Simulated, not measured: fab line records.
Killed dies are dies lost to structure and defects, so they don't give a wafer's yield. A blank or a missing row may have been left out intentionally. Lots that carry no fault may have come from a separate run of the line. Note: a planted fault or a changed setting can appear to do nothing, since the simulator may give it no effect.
Chamber matching | flow gf180mcu | GF_SAB_ETCH_11 on rie_diel-01 has 4 sister chambers
The step etches SiO2 in C4F8/O2/Ar, target depth 55 nm, time 8.5 s. 18 wafers are shown with their chamber, then 9 later ones without.

## WAFERS, EACH WITH ITS CHAMBER
wafer  | chamber | oes_product_au (a.u.)
L304.4 | 2       | 1.009
L304.5 | 3       | 0.992
L304.6 | 0       | 0.987
L305.1 | 0       | 0.985
L305.2 | 1       | 0.986
L305.6 | 0       | 0.981
L306.4 | 1       | 0.988
L306.5 | 1       | 0.981
L306.6 | 0       | 0.988
L308.2 | 0       | 0.986
L308.3 | 2       | 1.008
L308.5 | 2       | 1.007
L311.1 | 0       | 0.995
L311.2 | 1       | 0.977
L311.4 | 2       | 1.012
L315.1 | 3       | 0.985
L315.2 | 0       | 0.992
L315.5 | 1       | 1.000

SIGNATURES (means of the wafers above)
reading        | chamber 0 | chamber 1 | chamber 2 | chamber 3 | scatter within a chamber
oes_product_au | 0.98771   | 0.98640   | 1.00900   | 0.98850   | 0.0058
Rule: a wafer's distance from a chamber is the root of the sum, over the readings, of the square of ((its reading less the chamber's mean) divided by the reading's scatter). The wafer belongs to the nearest chamber; if the next one is less than 2 further off, it can't be placed. The scatter is the square root of a quotient: the sum, over the shown wafers, of each reading's squared deviation from its chamber's mean, divided by wafers minus chambers.

## WAFERS MISSING THEIR CHAMBER
wafer  | oes_product_au (a.u.)
L316.3 | 1.013
L316.5 | 0.989
L316.6 | 1.005
L320.2 | 0.977
L320.3 | 0.980
L320.6 | 0.990
L324.1 | 0.984
L324.4 | 0.991
L324.6 | 0.993

## CHAMBER TAKEN BY EACH
wafer  | from the rows above               | in truth
L316.3 | 2                                 | 2
L316.5 | can't be placed: 3 or 0 or 1      | 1
L316.6 | 2                                 | 2
L320.2 | can't be placed: 1 or 0 or 3      | 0
L320.3 | can't be placed: 1 or 0 or 3      | 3
L320.6 | can't be placed: 3 or 0 or 1      | 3
L324.1 | can't be placed: 1 or 0 or 3      | 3
L324.4 | can't be placed: 3 or 0 or 1      | 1
L324.6 | can't be placed: 3 or 0 or 1 or 2 | 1
Placed correctly: 2 of 9. Not placeable from these rows: 7 (in 7, the candidates include the true chamber). 0 placed wrongly.
